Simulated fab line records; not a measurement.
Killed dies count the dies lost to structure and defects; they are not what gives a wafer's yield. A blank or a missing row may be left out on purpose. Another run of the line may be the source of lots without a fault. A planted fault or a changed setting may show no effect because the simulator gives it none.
fab line records	flow sky130
record: lots: 10	wafers: 30	last-day: 50
route steps=708 shown METAL4@630 VIA4@641 PAD_OPEN@708
lots with no fault: from the same line, run without faults
start-h: hours from the record's first day to the start of the lot's first wafer shown	wait-h: time in hours since the lot's previous step	" the same as in the row above	L1.1+2: one row covering several wafers at once	- no value present, or no start provided	* or withheld: withheld	< > ~ a bound
route shown NAME@n: a module of which the file shows steps, and the number in the route of the first	usual: average and standard deviation across the fault-free wafers	same: alike in all rows	chamber/n: place in a boat	sites: the reading at each site	_std_site: standard deviation across them	_edge_site: mean of outer sites minus mean of inner sites	radius-mm: how far each site lies from the wafer's centre	mask NAME#n: copy n	behind: the last tool/chamber to shape the wafer	hold: why the lot went on hold/how many hours it stayed there/how the hold came to an end	device: the n, p or np transistor that did not switch	end of line: the route-end tests of the same wafers	a step with no rows: only its recipe	killed: at the first sort, the dies lost to defects and structure; wafer yield is something else	map: shows each die of a wafer: x if killed, . if not, _ if none is there
set.NAME: the setting the step ran with; set.NAME@STEP: the setting that earlier step ran with	model.NAME: the simulator's own value behind a step, which no gauge read
a sample of lots followed through the steps of the route, with each step as a table and each wafer as a row
services: the hour from which a tool's chamber was out of use, counted from the record's first day as start-h (under 0 if before that day), plus the number of hours and why
== steps ==
step: SKY_METAL4_OVL_MEAS_14
usual: METAL4_OVL: -3/4.9
lot.wafer	tool	chamber	start-h	wait-h	METAL4_OVL[nm]
L368.3	overlay-02	-	969.94	0.1	0
L368.4	"	-	"	"	-3
L368.6	"	-	"	"	-6
L372.2	overlay-02	-	1008.92	0.1	2
L372.4	"	-	"	"	5
L372.5	"	-	"	"	0
L376.1	overlay-02	-	1038.22	0.1	-11
L376.4	"	-	"	"	-4
L376.5	"	-	"	"	-11
L381.2	overlay-01	-	1067.10	0.1	-8
L381.4	"	-	"	"	0
L381.6	"	-	"	"	1
L383.2	overlay-02	-	1077.35	0.1	-6
L383.3	"	-	"	"	-3
L383.6	"	-	"	"	-2
L385.2	overlay-02	-	1091.37	0.1	-12
L385.3	"	-	"	"	-6
L385.5	"	-	"	"	-12
L388.3	overlay-02	-	1109.73	0.1	-4
L388.4	"	-	"	"	-1
L388.6	"	-	"	"	-5
L389.2	overlay-02	-	1112.62	0.1	1
L389.3	"	-	"	"	-2
L389.5	"	-	"	"	-1
L391.2	overlay-02	-	1137.95	0.1	-1
L391.4	"	-	"	"	-3
L391.6	"	-	"	"	-5
L390.3	overlay-01	-	1141.19	0.1	-3
L390.5	"	-	"	"	1
L390.6	"	-	"	"	6
step: SKY_METAL4_ETCH_16
recipe: chemistry: N2/H2	target: BARC	ion-energy-ev: 200	bias-w: 100	pressure-mtorr: 30	n2-flow-sccm: 100	h2-flow-sccm: 200	icp-w: 500	stop-on: SiO2	time-s: 88.2	target-depth-a: 600
usual: drypump-motor-current-A: 5.8/0.48	n2-flow-sccm: 99.97/0.25	oes-product-au: 0.625/0.0047	throttle-valve-pct: 13.204/0.0088
lot.wafer	tool	chamber	start-h	wait-h	drypump-motor-current-A	n2-flow-sccm	oes-product-au	rf-hours-counter-h	throttle-valve-pct
L368.3	rie-metal-02	1	970.02	0.0	5.8	99.88	0.625	-	13.219
L368.4	"	0	"	"	6.4	99.75	0.625	-	13.198
L368.6	"	0	"	"	6.4	99.76	0.639	-	13.203
L372.2	rie-metal-02	1	1008.98	0.0	5.8	100.41	0.626	4	13.210
L372.4	"	0	"	"	6.4	99.75	0.620	-	13.200
L372.5	"	1	"	"	5.8	100.28	0.625	-	13.202
L376.1	rie-metal-04	1	1038.28	0.0	5.4	99.70	0.633	18	13.192
L376.4	"	0	"	"	6.1	100.07	0.624	-	13.205
L376.5	"	0	"	"	6.1	99.71	0.629	-	13.214
L381.2	rie-metal-01	1	1067.16	0.0	5.1	99.72	0.622	15	13.204
L381.4	"	0	"	"	6.1	99.78	0.632	-	13.192
L381.6	"	1	"	"	5.1	99.56	0.630	-	13.192
L383.2	rie-metal-01	1	1077.41	0.0	5.1	100.28	0.629	16	13.203
L383.3	"	1	"	"	5.1	99.89	0.627	-	13.198
L383.6	"	0	"	"	6.1	100.19	0.618	-	13.203
L385.2	rie-metal-01	0	1091.43	0.0	6.1	99.97	0.632	18	13.209
L385.3	"	1	"	"	5.1	100.33	0.623	-	13.206
L385.5	"	1	"	"	5.1	100.47	0.617	-	13.207
L388.3	rie-metal-01	0	1109.82	0.0	6.2	100.03	0.627	-	13.186
L388.4	"	1	"	"	5.1	99.91	0.617	-	13.209
L388.6	"	0	"	"	6.2	99.89	0.622	-	13.205
L389.2	rie-metal-02	0	1112.68	0.0	6.4	99.89	0.620	14	13.204
L389.3	"	1	"	"	5.8	99.88	0.613	-	13.202
L389.5	"	1	"	"	5.8	100.03	0.626	-	13.204
L391.2	rie-metal-02	0	1138.01	0.0	6.4	99.88	0.624	16	13.196
L391.4	"	1	"	"	5.8	100.61	0.625	-	13.212
L391.6	"	0	"	"	6.4	99.94	0.630	-	13.206
L390.3	rie-metal-04	0	1141.28	0.0	6.1	100.34	0.626	-	13.194
L390.5	"	0	"	"	6.1	99.91	0.626	-	13.206
L390.6	"	1	"	"	5.4	100.08	0.627	-	13.198
step: SKY_METAL4_METAL_ETCH_18
recipe: target-depth-a: 8450	stop-on: SiO2	over-etch-frac: 0.3	time-s: 183.1	chemistry: Cl2/BCl3	resist-sidewall-deg: 88	pressure-mtorr: 10	icp-w: 900	bias-w: 48.5	Cl2_flow_sccm: 60	bcl3-flow-sccm: 30
usual: drypump-motor-current-A: 5.7/0.48	mfc-cl2-sccm: 59.98/0.17	oes-product-au: 0.866/0.0068	over-etch-frac: 0.3/0	throttle-valve-pct: 22.264/0.0094
lot.wafer	tool	chamber	start-h	wait-h	drypump-motor-current-A	mfc-cl2-sccm	oes-product-au	over-etch-frac	rf-hours-counter-h	throttle-valve-pct
L368.3	rie-metal-01	1	970.23	0.1	5.1	59.97	0.868	0.3	-	22.264
L368.4	"	1	"	"	5.1	60.03	0.877	0.3	-	22.265
L368.6	"	1	"	"	5.1	60.09	0.882	0.3	-	22.270
L372.2	rie-metal-01	0	1009.10	0.0	6.1	60.37	0.863	0.3	12	22.255
L372.4	"	1	"	"	5.1	60.00	0.790	0.51488	-	22.264
L372.5	"	0	"	"	6.1	60.11	0.849	0.3	-	22.272
L376.1	rie-metal-01	0	1038.40	0.0	6.1	60.25	0.867	0.3	14	22.265
L376.4	"	1	"	"	5.1	59.87	0.795	0.51488	-	22.273
L376.5	"	0	"	"	6.1	60.13	0.857	0.3	-	22.272
L381.2	rie-metal-02	0	1067.28	0.0	6.4	60.05	0.879	0.3	11	22.262
L381.4	"	0	"	"	6.4	60.22	0.864	0.3	-	22.254
L381.6	"	1	"	"	5.8	59.85	0.881	0.3	-	22.259
L383.2	rie-metal-04	0	1077.53	0.0	6.0	60.21	0.878	0.3	9	22.256
L383.3	"	1	"	"	5.4	59.99	0.865	0.3	-	22.267
L383.6	"	0	"	"	6.1	60.33	0.869	0.3	-	22.265
L385.2	rie-metal-04	0	1091.55	0.0	6.0	59.87	0.867	0.3	11	22.257
L385.3	"	1	"	"	5.4	59.68	0.861	0.3	-	22.273
L385.5	"	1	"	"	5.4	59.85	0.861	0.3	-	22.259
L388.3	rie-metal-04	1	1109.96	0.1	5.4	59.92	0.866	0.3	-	22.279
L388.4	"	0	"	"	6.1	59.86	0.864	0.3	-	22.295
L388.6	"	1	"	"	5.4	60.04	0.863	0.3	-	22.260
L389.2	rie-metal-01	0	1112.80	0.0	6.1	59.99	0.856	0.3	19	22.258
L389.3	"	0	"	"	6.1	60.00	0.867	0.3	-	22.263
L389.5	"	0	"	"	6.1	60.11	0.864	0.3	-	22.278
L391.2	rie-metal-01	0	1138.13	0.0	6.2	59.99	0.875	0.3	21	22.274
L391.4	"	1	"	"	5.1	59.93	0.869	0.3	-	22.260
L391.6	"	0	"	"	6.1	60.09	0.873	0.3	-	22.276
L390.3	rie-metal-01	1	1141.42	0.1	5.1	60.03	0.854	0.3	-	22.264
L390.5	"	0	"	"	6.1	60.11	0.867	0.3	-	22.258
L390.6	"	1	"	"	5.1	59.63	0.858	0.3	-	22.269
step: SKY_METAL4_STRIP_19
recipe: chemistry: O2/N2	power-w: 1400	pressure-mtorr: 1500	platen-temp-c: withheld	o2-flow-sccm: 3000	n2-flow-sccm: 300	overash-fraction: 0.5
usual: drypump-motor-current-A: 5.7/0.42	n2-flow-sccm: 299.9/0.83	oes-product-au: 0.504/0.0056	strip-time-to-endpoint-s: 6.58/0.069
lot.wafer	tool	chamber	start-h	wait-h	drypump-motor-current-A	n2-flow-sccm	oes-product-au	rf-hours-counter-h	strip-time-to-endpoint-s
L368.3	plasma-asher-04	1	970.50	0.2	4.9	299.7	0.508	-	6.65
L368.4	"	0	"	"	5.8	301.2	0.511	-	6.56
L368.6	"	0	"	"	5.8	300.8	0.499	-	6.59
L372.2	plasma-asher-04	1	1009.28	0.1	4.9	300.4	0.503	57	6.62
L372.4	"	1	"	"	4.9	298.0	0.476	-	5.71
L372.5	"	1	"	"	4.9	299.9	0.514	-	6.64
L376.1	plasma-asher-01	1	1038.58	0.1	5.6	298.7	0.513	117	6.70
L376.4	"	0	"	"	6.2	300.8	0.468	-	5.81
L376.5	"	1	"	"	5.6	300.0	0.510	-	6.64
L381.2	plasma-asher-04	0	1067.51	0.2	5.8	299.6	0.507	63	6.67
L381.4	"	0	"	"	5.9	299.4	0.513	-	6.64
L381.6	"	1	"	"	4.9	300.0	0.503	-	6.51
L383.2	plasma-asher-01	1	1077.70	0.1	5.6	300.7	0.501	1	6.52
L383.3	"	1	"	"	5.6	299.7	0.503	-	6.46
L383.6	"	1	"	"	5.6	300.9	0.507	-	6.49
L385.2	plasma-asher-04	1	1091.73	0.1	4.9	300.8	0.508	66	6.64
L385.3	"	1	"	"	4.9	300.9	0.500	-	6.61
L385.5	"	1	"	"	4.9	301.1	0.504	-	6.70
L388.3	plasma-asher-02	0	1110.11	0.1	5.8	300.3	0.499	-	6.52
L388.4	"	1	"	"	6.0	300.0	0.506	-	6.59
L388.6	"	1	"	"	6.1	298.5	0.505	-	6.51
L389.2	plasma-asher-01	1	1112.98	0.1	5.5	298.4	0.507	5	6.64
L389.3	"	0	"	"	6.2	300.4	0.509	-	6.62
L389.5	"	1	"	"	5.6	300.8	0.505	-	6.60
L391.2	plasma-asher-02	1	1138.30	0.1	6.1	299.2	0.494	103	6.59
L391.4	"	0	"	"	5.8	298.5	0.507	-	6.58
L391.6	"	1	"	"	6.1	300.9	0.507	-	6.55
L390.3	plasma-asher-02	1	1141.57	0.1	6.1	298.5	0.504	-	6.51
L390.5	"	1	"	"	6.0	298.8	0.510	-	6.51
L390.6	"	0	"	"	5.8	300.1	0.500	-	6.55
step: SKY_VIA4_CMP_02
recipe: material: SiO2	down-force-psi: 4	platen-rpm: 60	pad-velocity-m-s: 0.94248
usual: motor-current-A: 12.4/1.1
lot.wafer	tool	chamber	start-h	wait-h	motor-current-A
L368.3	cmp-01	3	971.52	0.3	11.7
L368.4	"	1	"	"	14.1
L368.6	"	2	"	"	13.2
L372.4	cmp-01	2	1010.27	0.1	13.0
L372.2	"	3	"	"	11.3
L372.5	"	2	"	"	12.9
L376.1	cmp-02	0	1039.53	0.1	11.8
L376.4	"	2	"	"	12.9
L376.5	"	0	"	"	11.8
L381.4	cmp-02	3	1068.37	0.0	13.3
L381.2	"	0	"	"	11.8
L381.6	"	0	"	"	12.1
L383.2	cmp-01	3	1078.63	0.1	10.9
L383.3	"	0	"	"	12.2
L383.6	"	2	"	"	12.8
L385.2	cmp-01	2	1094.76	2.0	13.0
L385.3	"	3	"	"	11.7
L385.5	"	2	"	"	13.9
L388.4	cmp-02	2	1111.42	0.5	13.2
L388.3	"	3	"	"	13.8
L388.6	"	0	"	"	11.7
L389.3	cmp-02	0	1115.27	1.4	12.1
L389.2	"	2	"	"	13.2
L389.5	"	0	"	"	12.3
L391.4	cmp-01	3	1139.24	0.1	11.5
L391.2	"	0	"	"	11.0
L391.6	"	1	"	"	13.9
L390.3	cmp-01	1	1142.52	0.1	14.6
L390.6	"	3	"	"	11.4
L390.5	"	0	"	"	11.5
step: SKY_PAD_OPEN_PROBE_99
usual: defect-limited-yield: 81.9/1.9	killed_at_M0_to_M3: 45/7.9	killed_at_M4_up: 2.9/1.8	killed-at-contacts: 25/5.5	killed-at-front-end: 16/4.4	killed-at-other: 0.3/0.58	killed-dies: 89/9.4	killed-open: 49/6.8	killed-short: 40/6.3	sort_bin_3_pad_short: 0.9/0.41	sort_bin_5_function: 10.8/1.5	sort_bin_6_memory: 6.4/1.2	sort-n-pass: 403/9.4	sort-yield-pct: 81.9/1.9
same: gross-dies: 492	killed-at-back-side: 0	sort_bin_4_leakage[%]: 0	sort_bin_8_speed[%]: 0
lot.wafer	tool	chamber	start-h	wait-h	defect-limited-yield[%]	killed_at_M0_to_M3	killed_at_M4_up	killed-at-contacts	killed-at-front-end	killed-at-other	killed-dies	killed-open	killed-short	sort_bin_3_pad_short[%]	sort_bin_5_function[%]	sort_bin_6_memory[%]	sort-n-pass	sort-yield-pct[%]
L368.3	prober-02	-	1067.15	0.2	81.1	54	2	21	16	0	93	49	44	1.0	12.6	5.3	399	81.1
L368.4	prober-02	-	1067.20	0.2	80.5	54	5	14	23	0	96	60	36	1.2	11.8	6.5	396	80.5
L368.6	prober-02	-	1067.30	0.2	83.9	42	2	20	15	0	79	43	35	0.8	7.9	7.3	413	83.9
L372.2	prober-02	-	1100.01	0.1	82.3	44	1	24	18	0	87	56	31	0.6	11.6	5.5	405	82.3
L372.4	prober-02	-	1100.11	0.2	79.7	53	4	25	16	2	100	53	46	1.6	11.2	7.5	392	79.7
L372.5	prober-02	-	1100.16	0.2	81.9	39	3	33	12	2	89	49	39	1.2	10.4	6.5	403	81.9
L376.1	prober-02	-	1125.13	0.1	84.3	35	2	26	13	1	77	39	36	0.2	10.4	5.1	415	84.3
L376.4	prober-02	-	1125.28	0.2	79.1	46	2	35	20	0	103	62	38	0.8	11.6	8.5	389	79.1
L376.5	prober-02	-	1125.33	0.2	80.3	44	3	30	20	0	97	54	40	1.0	10.8	7.9	395	80.3
L381.2	prober-01	-	1151.49	0.1	80.3	50	6	24	17	0	97	50	47	1.6	11.0	7.1	395	80.3
L381.4	prober-01	-	1151.59	0.2	82.5	54	1	18	13	0	86	54	32	1.2	11.0	5.3	406	82.5
L381.6	prober-01	-	1151.69	0.2	80.3	49	1	28	19	0	97	61	36	0.8	11.6	7.3	395	80.3
L383.2	prober-01	-	1159.06	0.1	82.1	53	1	20	13	1	88	50	37	0.4	10.0	7.5	404	82.1
L383.3	prober-01	-	1159.11	0.2	81.7	50	0	25	13	2	90	49	41	0.8	9.3	8.1	402	81.7
L383.6	prober-01	-	1159.26	0.2	81.3	50	3	25	14	0	92	49	43	0.8	10.0	7.9	400	81.3
L385.2	prober-01	-	1174.93	0.1	82.3	40	5	24	18	0	87	46	40	1.0	10.6	6.1	405	82.3
L385.3	prober-01	-	1174.98	0.2	83.5	38	2	31	9	1	81	44	36	0.8	9.1	6.5	411	83.5
L385.5	prober-01	-	1175.08	0.2	81.7	48	1	24	17	0	90	57	33	0.2	11.2	6.9	402	81.7
L388.3	prober-01	-	1186.34	0.2	77.2	53	2	36	20	1	112	56	55	0.8	14.4	7.5	380	77.2
L388.4	prober-01	-	1186.39	0.2	82.5	37	1	30	18	0	86	51	34	1.2	10.8	5.5	406	82.5
L388.6	prober-01	-	1186.49	0.2	81.9	59	2	17	11	0	89	51	38	0.2	12.4	5.5	403	81.9
L389.2	prober-01	-	1188.72	0.1	80.9	52	2	27	13	0	94	50	44	2.0	11.0	6.1	398	80.9
L389.3	prober-01	-	1188.77	0.2	79.5	56	3	25	17	0	101	52	49	1.0	12.2	7.3	391	79.5
L389.5	prober-01	-	1188.87	0.2	81.9	52	1	18	16	2	89	42	46	1.8	10.0	6.3	403	81.9
L391.2	prober-01	-	1209.57	0.1	82.5	47	2	20	17	0	86	53	33	1.2	9.8	6.5	406	82.5
L391.4	prober-01	-	1209.67	0.2	79.5	58	1	33	9	0	101	56	45	0.8	11.4	8.3	391	79.5
L391.6	prober-01	-	1209.77	0.2	81.3	39	1	34	18	0	92	54	38	0.6	11.0	7.1	400	81.3
L390.3	prober-02	-	1210.93	0.2	83.5	40	1	27	13	0	81	39	42	1.0	10.4	5.1	411	83.5
L390.5	prober-02	-	1211.03	0.2	78.9	47	1	33	21	2	104	62	40	0.8	12.6	7.7	388	78.9
L390.6	prober-02	-	1211.08	0.2	82.5	41	2	29	13	1	86	40	45	1.2	10.4	5.9	406	82.5
killed by level:class
L368.3 VIA1:geometric-particle:short=10 VIA1:geometric-particle:open=10 LI_CONTACT:geometric-particle:open=7 VIA3:geometric-particle:open=7 METAL1:geometric-particle:short=6 METAL2:geometric-particle:short=6 CONTACT:geometric-particle:open=6 VIA3:geometric-particle:short=5
L368.4 VIA1:geometric-particle:open=18 VIA2:geometric-particle:open=8 FIELD_ISO:geometric-particle:open=6 LI_CONTACT:geometric-particle:open=6 VIA3:geometric-particle:short=6 VIA1:geometric-particle:short=5 METAL2:geometric-particle:short=5 POLY_GATE:geometric-particle:short=4
L368.6 VIA1:geometric-particle:open=13 CONTACT:geometric-particle:open=7 VIA3:geometric-particle:short=6 LOCAL_INTERCONNECT:geometric-particle:short=6 METAL2:geometric-particle:short=6 VIA3:geometric-particle:open=5 FIELD_ISO:geometric-particle:open=4 VIA2:geometric-particle:open=4
L372.2 CONTACT:geometric-particle:open=16 VIA2:geometric-particle:open=13 VIA1:geometric-particle:open=8 METAL2:geometric-particle:short=7 FIELD_ISO:geometric-particle:open=6 POLY_GATE:geometric-particle:open=4 VIA1:geometric-particle:short=4 FIELD_ISO:geometric-particle:short=3
L372.4 VIA2:geometric-particle:open=12 CONTACT:geometric-particle:open=8 VIA1:geometric-particle:short=7 VIA3:geometric-particle:open=7 LOCAL_INTERCONNECT:geometric-particle:short=6 METAL1:geometric-particle:short=6 VIA1:geometric-particle:open=6 FIELD_ISO:geometric-particle:short=4
L372.5 CONTACT:geometric-particle:open=12 VIA1:geometric-particle:open=9 VIA3:geometric-particle:open=6 LI_CONTACT:geometric-particle:open=6 FIELD_ISO:geometric-particle:open=5 LOCAL_INTERCONNECT:geometric-particle:short=5 CONTACT:geometric-particle:short=5 VIA1:geometric-particle:short=5
L376.1 LI_CONTACT:geometric-particle:open=8 CONTACT:geometric-particle:open=8 VIA2:geometric-particle:open=7 VIA3:geometric-particle:open=7 FIELD_ISO:geometric-particle:open=6 CONTACT:geometric-particle:short=6 METAL1:geometric-particle:short=5 METAL2:geometric-particle:short=4
L376.4 VIA1:geometric-particle:open=14 CONTACT:geometric-particle:open=12 VIA2:geometric-particle:open=9 LI_CONTACT:geometric-particle:open=9 FIELD_ISO:geometric-particle:open=7 LI_CONTACT:geometric-particle:short=5 METAL1:geometric-particle:short=5 POLY_GATE:geometric-particle:open=4
L376.5 LI_CONTACT:geometric-particle:open=11 CONTACT:geometric-particle:open=11 VIA1:geometric-particle:open=11 FIELD_ISO:geometric-particle:short=7 VIA1:geometric-particle:short=6 VIA2:geometric-particle:open=6 POLY_GATE:geometric-particle:open=4 METAL1:geometric-particle:short=4
L381.2 VIA1:geometric-particle:open=10 VIA3:geometric-particle:open=10 CONTACT:geometric-particle:open=8 VIA2:geometric-particle:open=6 FIELD_ISO:geometric-particle:short=5 CONTACT:geometric-particle:short=5 METAL1:geometric-particle:short=5 METAL4:geometric-particle:short=5
L381.4 VIA1:geometric-particle:open=20 VIA2:geometric-particle:open=9 LI_CONTACT:geometric-particle:open=7 METAL1:geometric-particle:short=6 VIA3:geometric-particle:open=5 CONTACT:geometric-particle:open=4 VIA1:geometric-particle:short=4 VIA2:geometric-particle:short=4
L381.6 CONTACT:geometric-particle:open=15 METAL1:geometric-particle:short=10 FIELD_ISO:geometric-particle:open=9 VIA1:geometric-particle:open=9 VIA3:geometric-particle:open=8 VIA1:geometric-particle:short=8 LI_CONTACT:geometric-particle:open=7 METAL2:geometric-particle:short=4
L383.2 VIA1:geometric-particle:open=12 VIA3:geometric-particle:open=9 METAL1:geometric-particle:short=8 CONTACT:geometric-particle:open=8 LI_CONTACT:geometric-particle:open=7 VIA1:geometric-particle:short=6 VIA2:geometric-particle:open=5 VIA3:geometric-particle:short=5
L383.3 CONTACT:geometric-particle:open=10 VIA1:geometric-particle:open=9 VIA1:geometric-particle:short=8 VIA2:geometric-particle:open=7 CONTACT:geometric-particle:short=5 METAL1:geometric-particle:short=5 VIA3:geometric-particle:short=5 VIA3:geometric-particle:open=5
L383.6 VIA1:geometric-particle:open=12 CONTACT:geometric-particle:open=11 VIA2:geometric-particle:open=7 METAL1:geometric-particle:short=7 LI_CONTACT:geometric-particle:open=6 VIA1:geometric-particle:short=6 METAL2:geometric-particle:short=6 VIA2:geometric-particle:short=6
L385.2 VIA1:geometric-particle:open=9 VIA2:geometric-particle:open=7 LI_CONTACT:geometric-particle:open=6 FIELD_ISO:geometric-particle:open=5 FIELD_ISO:geometric-particle:short=5 LOCAL_INTERCONNECT:geometric-particle:short=5 METAL1:geometric-particle:short=5 METAL2:geometric-particle:short=5
L385.3 CONTACT:geometric-particle:open=13 VIA3:geometric-particle:open=8 METAL1:geometric-particle:short=7 LI_CONTACT:geometric-particle:open=6 CONTACT:geometric-particle:short=5 VIA1:geometric-particle:open=5 VIA1:geometric-particle:short=4 VIA2:geometric-particle:open=4
L385.5 VIA1:geometric-particle:open=14 CONTACT:geometric-particle:open=11 FIELD_ISO:geometric-particle:open=7 LI_CONTACT:geometric-particle:open=7 VIA2:geometric-particle:open=6 METAL1:geometric-particle:short=5 VIA1:geometric-particle:short=5 METAL2:geometric-particle:short=4
L388.3 CONTACT:geometric-particle:open=14 METAL1:geometric-particle:short=11 VIA1:geometric-particle:open=11 CONTACT:geometric-particle:short=8 LI_CONTACT:geometric-particle:open=7 VIA2:geometric-particle:open=7 FIELD_ISO:geometric-particle:short=5 LOCAL_INTERCONNECT:geometric-particle:short=5
L388.4 LI_CONTACT:geometric-particle:open=11 CONTACT:geometric-particle:open=9 VIA1:geometric-particle:open=8 VIA2:geometric-particle:open=7 POLY_GATE:geometric-particle:open=6 VIA3:geometric-particle:open=6 METAL1:geometric-particle:short=5 CONTACT:geometric-particle:short=4
L388.6 VIA1:geometric-particle:open=12 VIA2:geometric-particle:open=10 METAL1:geometric-particle:short=9 VIA3:geometric-particle:open=9 CONTACT:geometric-particle:open=6 VIA2:geometric-particle:short=5 FIELD_ISO:geometric-particle:open=4 LI_CONTACT:geometric-particle:open=4
L389.2 VIA1:geometric-particle:open=12 METAL2:geometric-particle:short=10 CONTACT:geometric-particle:open=9 VIA2:geometric-particle:open=8 METAL1:geometric-particle:short=7 FIELD_ISO:geometric-particle:open=6 LI_CONTACT:geometric-particle:open=5 LI_CONTACT:geometric-particle:short=5
L389.3 VIA1:geometric-particle:open=16 CONTACT:geometric-particle:open=9 METAL1:geometric-particle:short=9 LOCAL_INTERCONNECT:geometric-particle:short=6 FIELD_ISO:geometric-particle:short=5 LI_CONTACT:geometric-particle:open=5 CONTACT:geometric-particle:short=5 METAL2:geometric-particle:short=5
L389.5 METAL2:geometric-particle:short=12 VIA1:geometric-particle:open=10 METAL1:geometric-particle:short=8 CONTACT:geometric-particle:open=8 VIA2:geometric-particle:open=7 VIA2:geometric-particle:short=4 POLY_GATE:geometric-particle:open=4 SPACER:geometric-particle:short=4
L391.2 VIA1:geometric-particle:open=10 CONTACT:geometric-particle:open=9 VIA3:geometric-particle:open=9 LI_CONTACT:geometric-particle:open=6 METAL1:geometric-particle:short=6 FIELD_ISO:geometric-particle:open=5 METAL2:geometric-particle:short=5 VIA2:geometric-particle:open=5
L391.4 VIA3:geometric-particle:open=17 VIA1:geometric-particle:short=8 LI_CONTACT:geometric-particle:open=8 CONTACT:geometric-particle:short=8 VIA2:geometric-particle:open=8 VIA1:geometric-particle:open=7 CONTACT:geometric-particle:open=7 METAL2:geometric-particle:short=7
L391.6 LI_CONTACT:geometric-particle:open=14 FIELD_ISO:geometric-particle:open=9 CONTACT:geometric-particle:open=9 VIA1:geometric-particle:open=8 VIA2:geometric-particle:open=5 LOCAL_INTERCONNECT:geometric-particle:short=5 VIA3:geometric-particle:short=5 POLY_GATE:geometric-particle:short=4
L390.3 CONTACT:geometric-particle:short=10 VIA1:geometric-particle:open=9 CONTACT:geometric-particle:open=8 METAL1:geometric-particle:short=5 VIA3:geometric-particle:open=5 VIA2:geometric-particle:open=5 POLY_GATE:geometric-particle:open=4 LOCAL_INTERCONNECT:geometric-particle:short=4
L390.5 LI_CONTACT:geometric-particle:open=14 VIA3:geometric-particle:open=10 VIA1:geometric-particle:open=10 CONTACT:geometric-particle:open=9 VIA3:geometric-particle:short=7 VIA1:geometric-particle:short=7 FIELD_ISO:geometric-particle:short=6 CONTACT:geometric-particle:short=5
L390.6 CONTACT:geometric-particle:open=11 METAL1:geometric-particle:short=7 VIA1:geometric-particle:open=7 CONTACT:geometric-particle:short=6 VIA3:geometric-particle:open=6 METAL3:geometric-particle:short=6 LOCAL_INTERCONNECT:geometric-particle:short=5 POLY_GATE:geometric-particle:short=4
== services ==
tool	chamber	start-h	hours	kind
cmp-01	-	947.85	1.0	repair
rie-metal-01	-	958.34	0.7	repair
rie-metal-01	0	969.07	10.7	repair
cmp-01	-	984.17	0.3	repair
cmp-01	-	985.14	17.0	pm
cmp-02	-	987.11	2.2	repair
rie-metal-02	0	989.59	11.3	repair
plasma-asher-02	-	1004.51	6.5	repair
cmp-02	-	1008.99	1.9	repair
plasma-asher-01	-	1014.94	0.6	repair
cmp-01	-	1018.55	3.5	repair
cmp-02	-	1025.09	1.5	repair
rie-metal-02	0	1027.28	14.8	repair
plasma-asher-01	-	1033.46	2.8	pm
plasma-asher-01	-	1040.23	4.3	pm
rie-metal-04	-	1046.06	2.8	pm
plasma-asher-01	-	1055.25	9.0	pm
rie-metal-04	-	1064.67	0.1	repair
rie-metal-02	-	1069.62	14.6	pm
cmp-02	-	1085.48	4.0	pm
cmp-02	-	1089.48	-	consumable-replace:conditioner
cmp-02	-	1089.48	-	consumable-replace:pad
cmp-02	-	1089.48	5.4	pm
cmp-02	-	1093.43	1.9	repair
== key ==
first-sign: step: SKY_METAL4_METAL_ETCH_18	reading: over-etch-frac	direction: up	sigmas: 99+	usual: 0.3	struck: 0.51488
effect: step: SKY_METAL4_METAL_ETCH_18	reading: oes-product-au	direction: down	sigmas: 11	usual: 0.866	struck: 0.792
effect: step: SKY_METAL4_STRIP_19	reading: strip-time-to-endpoint-s	direction: down	sigmas: 12	usual: *	struck: *
met-at SKY_METAL4_METAL_ETCH_18
struck-lots L372,L376
struck-wafers L372.4,L376.4
not-acting-at SKY_METAL4_OVL_MEAS_14,SKY_METAL4_ETCH_16,SKY_VIA4_CMP_02
onset-between 970.23 1009.10
fault: kind: process-parameter-drift	tool: rie-metal-01	chamber: 1	onset-h: 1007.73	steps: SKY_METAL4_METAL_ETCH_18	channel: over-etch-frac	offset: 0.21488	shape: step	end-h: 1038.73	acts-in: these-recipes-only	stated: 0.3
